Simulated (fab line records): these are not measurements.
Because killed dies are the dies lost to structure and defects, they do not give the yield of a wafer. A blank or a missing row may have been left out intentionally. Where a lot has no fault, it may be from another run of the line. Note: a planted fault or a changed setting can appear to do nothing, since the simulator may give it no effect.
Check of tool commonality + flow gf180mcu + 13 lots and 45 wafers in the sample

== REASON IT WAS OPENED ==
2 of 13 lots carry a flag on the reading DUAL_GATE_OXIDATION_00_THK at GF_DUAL_GATE_THK_MEAS_03. Fault-free wafers read 10.93 nm, with a standard deviation of 0.22.
Rule: a lot is flagged in two cases, either no wafer of it has a number, or all its wafers with numbers fall more than 4 standard deviations from that mean. The rest of the lots are taken to be sound.

| lot  | measured     | on            | DUAL_GATE_OXIDATION_00_THK (nm), wafer by wafer | flag    |
|------|--------------|---------------|-------------------------------------------------|---------|
| L600 | day 7 20:24  | film-metro-01 | 11.08 11.09 11.08                               |         |
| L601 | day 8 02:26  | film-metro-01 | 10.89 11.00 11.14                               |         |
| L604 | day 8 20:41  | film-metro-01 | 10.89 11.02 11.29                               |         |
| L606 | day 9 10:59  | film-metro-01 | 11.10 11.01 11.15                               |         |
| L607 | day 9 15:58  | film-metro-02 | 11.32 11.21 11.30                               |         |
| L608 | day 9 22:31  | film-metro-01 | 10.92 10.86 10.80                               |         |
| L610 | day 10 13:53 | film-metro-02 | 10.75 10.86 11.06                               |         |
| L611 | day 10 17:13 | film-metro-02 | 10.67 10.59 10.79                               |         |
| L612 | day 11 02:58 | film-metro-02 | 17.59 17.80 17.80 17.64 17.74 17.79             | FLAGGED |
| L613 | day 11 06:14 | film-metro-01 | 11.28 11.26 11.30                               |         |
| L616 | day 12 07:26 | film-metro-03 | 17.32 17.64 18.06 17.31 17.58 18.00             | FLAGGED |
| L619 | day 13 01:29 | film-metro-01 | 11.16 11.15 11.07                               |         |
| L623 | day 14 07:58 | film-metro-01 | 10.86 10.87 10.63                               |         |
Average over the flagged lots: 17.69 nm; offset from the usual +6.76 nm, equal to +31 standard deviations.

== TOOL THAT RAN EACH LOT ==
The record keeps 1 process step preceding the reading, out of 602 steps on the route. In each cell: the tool, then ch and the chambers that the sampled wafers went through, then the start.
| lot  | flag    | GF_DUAL_GATE_OXIDATION_02                                       |
|------|---------|-----------------------------------------------------------------|
| L600 |         | furnace-01 ch 0, day 7 18:58                                    |
| L601 |         | furnace-01 ch 0, day 8 00:59                                    |
| L604 |         | furnace-01 ch 0, day 8 19:13                                    |
| L606 |         | furnace-01 ch 0, day 9 09:31                                    |
| L607 |         | furnace-01 ch 0, day 9 14:31                                    |
| L608 |         | furnace-01 ch 0, day 9 21:04                                    |
| L610 |         | furnace-02 ch 0, day 10 12:26                                   |
| L611 |         | furnace-02 ch 0, day 10 15:47                                   |
| L612 | FLAGGED | furnace-02 ch 0, day 10 23:02 and furnace-01 ch 0, day 11 01:31 |
| L613 |         | furnace-01 ch 0, day 11 04:47                                   |
| L616 | FLAGGED | furnace-02 ch 0, day 12 04:00 and furnace-01 ch 0, day 12 05:59 |
| L619 |         | furnace-01 ch 0, day 13 00:02                                   |
| L623 |         | furnace-02 ch 0, day 14 06:31                                   |
What these steps do:
- GF_DUAL_GATE_OXIDATION_02: stabilise 600 s, purge 300 s, target thk 10.887 nm.
- GF_DUAL_GATE_THK_MEAS_03

== FLAGGED AGAINST TOTAL, ONE TOOL AT A TIME (gauges that did the reading follow at the end) ==
| step                      | tool          | lots run | flagged | share of the flagged lots | sound lots run after its first flagged lot |
|---------------------------|---------------|----------|---------|---------------------------|--------------------------------------------|
| GF_DUAL_GATE_OXIDATION_02 | furnace-01    | 10       | 2       | all                       | 2 (L613,L619)                              |
| GF_DUAL_GATE_OXIDATION_02 | furnace-02    | 5        | 2       | all                       | 1 (L623)                                   |
| GF_DUAL_GATE_THK_MEAS_03  | film-metro-01 | 8        | 0       | none                      | -                                          |
| GF_DUAL_GATE_THK_MEAS_03  | film-metro-02 | 4        | 1       | some                      | 0                                          |
| GF_DUAL_GATE_THK_MEAS_03  | film-metro-03 | 1        | 1       | some                      | 0                                          |

== WHAT THE TABLE PERMITS ==
furnace-01 at GF_DUAL_GATE_OXIDATION_02 and furnace-02 at GF_DUAL_GATE_OXIDATION_02 are the 2 rows of the table that ran each flagged lot.
- furnace-01 at GF_DUAL_GATE_OXIDATION_02: 2 of its 10 lots flagged. Sound lots followed the first flagged one (L613, L619) on it, something a lasting fault affecting the whole tool could not allow.
- furnace-02 at GF_DUAL_GATE_OXIDATION_02: 2 of its 5 lots flagged. Sound lots followed the first flagged one (L623) on it, something a lasting fault affecting the whole tool could not allow.
Every row of the table either missed a flagged lot or ran a sound lot after the first.

== WHAT HAD BEEN PUT IN BY THE SIMULATOR ==
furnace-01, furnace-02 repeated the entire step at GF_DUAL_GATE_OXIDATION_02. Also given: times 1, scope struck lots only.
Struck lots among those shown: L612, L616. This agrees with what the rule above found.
